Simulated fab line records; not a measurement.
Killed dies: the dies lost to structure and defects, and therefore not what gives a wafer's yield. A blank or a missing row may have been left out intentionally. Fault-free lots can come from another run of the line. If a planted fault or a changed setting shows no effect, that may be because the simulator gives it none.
Split-lot trial | flow sfq-line | 5 lots, 23 wafers read, on a route of 325 steps

SPLIT DETAILS
At SFQ_TRILAYER_L0_VIA_LITHO_COAT_013 (resist thk 650 nm), the setting spin-rpm was moved away from the recipe's 3000 rpm on 7 of the 23 wafers read, by -7.4% to +5.5%. All remaining wafers had this setting at the recipe value.

The reading is taken at the split's own step.

THE READING
KrF_of_TRILAYER_L0_VIA_LITHO_COAT_013.thk-nm (the simulator's own value, which no gauge read), in nm, at SFQ_TRILAYER_L0_VIA_LITHO_COAT_013 (resist thk 650 nm). No usual value for it is given in the file. Across the 16 wafers here that went through the recipe, the average is 648.9 nm and the standard deviation 1.6 nm.

wafer  | tool, chamber at the split | spin-rpm as run, rpm | against the recipe | KrF_of_TRILAYER_L0_VIA_LITHO_COAT_013.thk-nm, nm | against lot-mates on the recipe
L074.2 | litho-track-02, 0          | 3000                 | recipe             | 651                                              | -
L074.3 | litho-track-02, 0          | 3000                 | recipe             | 651.2                                            | -
L074.4 | litho-track-02, 0          | 3000                 | recipe             | 650                                              | -
L074.5 | litho-track-02, 0          | 3000                 | recipe             | 649.4                                            | -
L074.6 | litho-track-02, 0          | 3000                 | recipe             | 650.3                                            | -
L078.1 | litho-track-04, 0          | 3000                 | recipe             | 649.4                                            | -
L078.3 | litho-track-04, 0          | 3000                 | recipe             | 649.2                                            | -
L078.4 | litho-track-04, 0          | 2778                 | -7.4%              | 672.8                                            | +23.5
L078.5 | litho-track-04, 0          | 2778                 | -7.4%              | 674                                              | +24.7
L078.6 | litho-track-04, 0          | 2778                 | -7.4%              | 675.3                                            | +26.0
L079.1 | litho-track-03, 0          | 3000                 | recipe             | 645.3                                            | -
L079.2 | litho-track-03, 0          | 3165                 | +5.5%              | 628.1                                            | -18.0
L079.3 | litho-track-03, 0          | 3165                 | +5.5%              | 627.8                                            | -18.3
L079.5 | litho-track-03, 0          | 3000                 | recipe             | 646.4                                            | -
L079.6 | litho-track-03, 0          | 3000                 | recipe             | 646.5                                            | -
L081.2 | litho-track-04, 0          | 3000                 | recipe             | 648.9                                            | -
L081.3 | litho-track-04, 0          | 3000                 | recipe             | 647.8                                            | -
L081.6 | litho-track-04, 0          | 3000                 | recipe             | 648.1                                            | -
L084.1 | litho-track-02, 0          | 3136                 | +4.5%              | 636                                              | -13.5
L084.2 | litho-track-02, 0          | 3136                 | +4.5%              | 636.9                                            | -12.6
L084.3 | litho-track-02, 0          | 3000                 | recipe             | 649.1                                            | -
L084.4 | litho-track-02, 0          | 3000                 | recipe             | 650.2                                            | -
L084.5 | litho-track-02, 0          | 3000                 | recipe             | 649.3                                            | -

THE FIT
A straight line over all 23 wafers: KrF_of_TRILAYER_L0_VIA_LITHO_COAT_013.thk-nm changes by -3.39 nm for each +1% of spin-rpm; r = -0.99; the points scatter about the line by 1.9 nm.
The same after taking each lot's own level away (the mean of its wafers on the recipe; 23 wafers): -3.26 nm for each +1%; r = -1.00; scatter 0.81 nm.
That fit puts the effect of the largest move of spin-rpm on the reading at 24 nm.
The lots' own levels span 646.07 to 650.38 nm, that is 2.7 times the standard deviation above.
So the lot-to-lot level changes the slope little: the two slopes agree.
Check: for one of the wafers moved furthest among these (-7.4%), held out of the fit, the line's prediction against its lot-mates is +24.6 nm. Against them it came out at +23.5 nm.

FURTHER SPLITS ON THESE WAFERS
Before the reading, these wafers also passed through other splits. Each is held against what the fit with the lots' levels taken away leaves over:
other split on the same wafers          | wafers away from the commonest value | r with KrF_of_TRILAYER_L0_VIA_LITHO_COAT_013.thk-nm (lot level and that fit taken away)
SFQ_TRILAYER_L0_DEP_SPUTTER_003 power-w | 9                                    | +0.05
SFQ_TRILAYER_L0_LITHO_COAT_005 spin-rpm | 7                                    | -0.09

THE FILE'S OWN FIT
KrF_of_TRILAYER_L0_VIA_LITHO_COAT_013.thk-nm changes by -3.24 nm for each +1% of spin-rpm, r = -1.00.
